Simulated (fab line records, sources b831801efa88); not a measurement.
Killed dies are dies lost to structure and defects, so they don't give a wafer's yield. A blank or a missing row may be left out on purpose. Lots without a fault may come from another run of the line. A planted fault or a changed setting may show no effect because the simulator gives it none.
A struck lot beside a sound one | flow sky130 | 14 steps out of a route of 708
Sound: wafers L597.3, L597.4, L597.6. Struck: wafers L604.1, L604.2, L604.5. The cause comes at the end.
At each step with rows: each side's tool, then ch and its chambers, then its first start. Under that, the readings that differ: sound wafers | struck wafers | difference of the means | sigmas: that difference in standard deviations of wafers without a fault.
alike: readings whose means differ by less than 2 such deviations, and words and numbers that are the same on both sides. not compared: withheld readings, readings that some wafer has no value for, bounds like >300 that may hide the same value, and numbers for which the record gives no deviation and whose values overlap.
The two part at a step that has a row with sigmas, a row that says differs or no value, or rows on one side only. Numbers that don't overlap but have no deviation are shown without sigmas and don't part them. A reading that every wafer of one side lacks parts them only if that side has two wafers or more.

first, 2 steps without rows for these wafers: SKY_METAL3_CLEAN_22 (cleans in O3/DIW); SKY_VIA3_HDPCVD_00 (deposits SiO2, target thk 1635 nm, time 272.5 s).
SKY_VIA3_THK_MEAS_01:
  sound on film_metro-03, day 40 04:11; struck on film_metro-04, day 41 18:28
  alike: VIA3_HDPCVD_THK
SKY_VIA3_CMP_02: polishes SiO2.
  sound on cmp-02 ch 1,2, day 40 04:13; struck on cmp-02 ch 0,2,3, day 41 18:35
  alike: motor_current_A
SKY_VIA3_BOW_MEAS_03:
  sound on film_metro-01, day 40 04:34; struck on film_metro-01, day 41 18:50
  alike: VIA3_BOW
then, 7 steps without rows for these wafers: SKY_VIA3_DEHYDRATE_04 (time 60 s); SKY_VIA3_HMDS_05 (prime time 60 s); SKY_VIA3_COAT_06 (resist thk 60 nm); SKY_VIA3_COAT_07 (resist thk 450 nm); SKY_VIA3_SOFTBAKE_08 (time 90 s); SKY_VIA3_EXPOSE_09 (exposes mask VIM3, target cd 200 nm); SKY_VIA3_PEB_10.
SKY_VIA3_DEVELOP_11: develop time 60 s.
  sound on litho_track-01 ch 0, day 41 04:00; struck on litho_track-04, day 42 18:00
  no value came back on the struck wafers for chill_plate_temp_C (C), develop_time_s (s), resist_line_temp_C (C); on the sound wafers chill_plate_temp_C (C) reads 23.14 23.12 22.95
  reading                                     | sound             | struck            | difference | sigmas
  model.KrF-thick_of_VIA3_COAT_07.thk_nm (nm) | 434.6 434.9 434.5 | 449.7 450.7 450.2 | +15.5      |
SKY_VIA3_CD_MEAS_12: target cd 200 nm.
  sound on cd_sem-01, day 41 05:06; struck on cd_sem-01, day 42 18:24
  reading    | sound             | struck | difference                    | sigmas
  cd_nm (nm) | 200.9 203.0 201.5 | - - -  | no value on the struck wafers |

WHERE THEY PART
First at SKY_VIA3_DEVELOP_11; last, within this record, at SKY_VIA3_CD_MEAS_12.

WHY: what the simulator had put in
Skipped step whole: litho_track-04, from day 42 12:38 on, at SKY_VIA3_DEVELOP_11. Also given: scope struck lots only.
